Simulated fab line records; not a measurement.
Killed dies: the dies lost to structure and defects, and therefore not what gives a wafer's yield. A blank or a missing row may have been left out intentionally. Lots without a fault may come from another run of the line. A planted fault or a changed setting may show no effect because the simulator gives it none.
Code-filled problem report in 8D (eight disciplines) form | flow gf180mcu | the parts of the form that need people (team, actions taken, sign-off) are left out

== 1. THE PROBLEM ==
STI_CVD_03_THK at GF_STI_THK_MEAS_04 reads a mean of 174.0 nm on 3 wafers of 1 lot; wafers without a fault read 207.2 nm with a standard deviation of 2.2. That puts it -15 standard deviations away from the usual mean.
Earliest sighting: wafer L659.1 on film metro-04 at day 4 11:54. Wafers with a number at this step in the record: 33, from 11 lots. Rule for "out", or "out of limits": more than 4 standard deviations from the usual mean. All remaining wafers that have a number are taken as sound.

== 2. WHAT IT IS AND WHAT IT IS NOT ==
question                    | is                     | is not
which readings at this step | STI_CVD_03_THK         | -
which lots                  | L659                   | L645, L646, L648, L650, L652, L653, L661, L662, L664, L666
which wafers of those lots  | all that have a number | -
read on which gauges        | film metro-04          | film metro-01, film metro-03
when                        | from day 4 11:54       | up to then (18 sound wafers); but 12 sound wafers of L661, L662, L664, L666 came after

== 3. SUSPECTS, AND WHAT RULES EACH OUT ==
Counting: a tool stays on the suspect list if, at a process step up to the reading, it processed all lots that are out and no sound lot following the first of them.
- ruled out: the gauge at GF_STI_THK_MEAS_04. All the wafers that are out were read on film metro-04, but those of them that GF_STI_ETCH_13 has rows for are out there too, on other tools.
- lpcvd-01 at GF_STI_CVD_03 (deposits Si3N4 from DCS/NH3, target thk 207.16 nm, time 3551 s): ruled out as a lasting fault. Following L659 (day 4 09:55), the first lot on it that is out, the sound lots L661, L662, L664 were run on it.
Left after counting: nothing in the record.

== 4. THE CAUSE (what the simulator had put in) ==
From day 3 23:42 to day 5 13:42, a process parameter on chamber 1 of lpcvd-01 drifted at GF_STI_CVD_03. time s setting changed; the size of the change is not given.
Counting ruled it out, wrongly: the rule takes a fault to strike every lot that its tool runs from its start on, and this one did not.

== 5. THE CHAIN OF EFFECTS, in route order ==
Rows list readings where the struck wafers' mean (over those with a number) sits beyond 3 standard deviations from the usual. Readings are gone through only where the record gives a usual standard deviation; hours: the median, over the lots, of the time from a lot's start at the first step in this table giving one to that lot's start at this step; sigmas: the change measured in usual standard deviations.
hours | step               | reading        | usual      | on struck wafers | change | sigmas
0     | GF_STI_THK_MEAS_04 | STI_CVD_03_THK | 207.2 nm   | 174.0            | -33.2  | -15
15    | GF_STI_ETCH_13     | oes product au | 0.833 a.u. | 0.760            | -0.073 | -11
Process steps it contains:
- GF_STI_ETCH_13: etches the open film in CHF3/O2, stops on Si, target depth 282.31 nm, time 112.9 s.
Readings that are blank on the struck wafers while sound wafers have them: susceptor temp C at GF_STI_CVD_03.
At these later measuring or inspecting steps, every struck wafer for which the step has a row has a number for every such reading, and none has moved that far: GF_STI_CD_MEAS_12, GF_DUAL_GATE_THK_MEAS_03.

== 6. HOW IT WOULD HAVE BEEN CAUGHT EARLIER ==
In this record the first reading out of limits at a measuring or inspecting step was taken at day 4 11:54, 12 hours after the fault began at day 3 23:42.
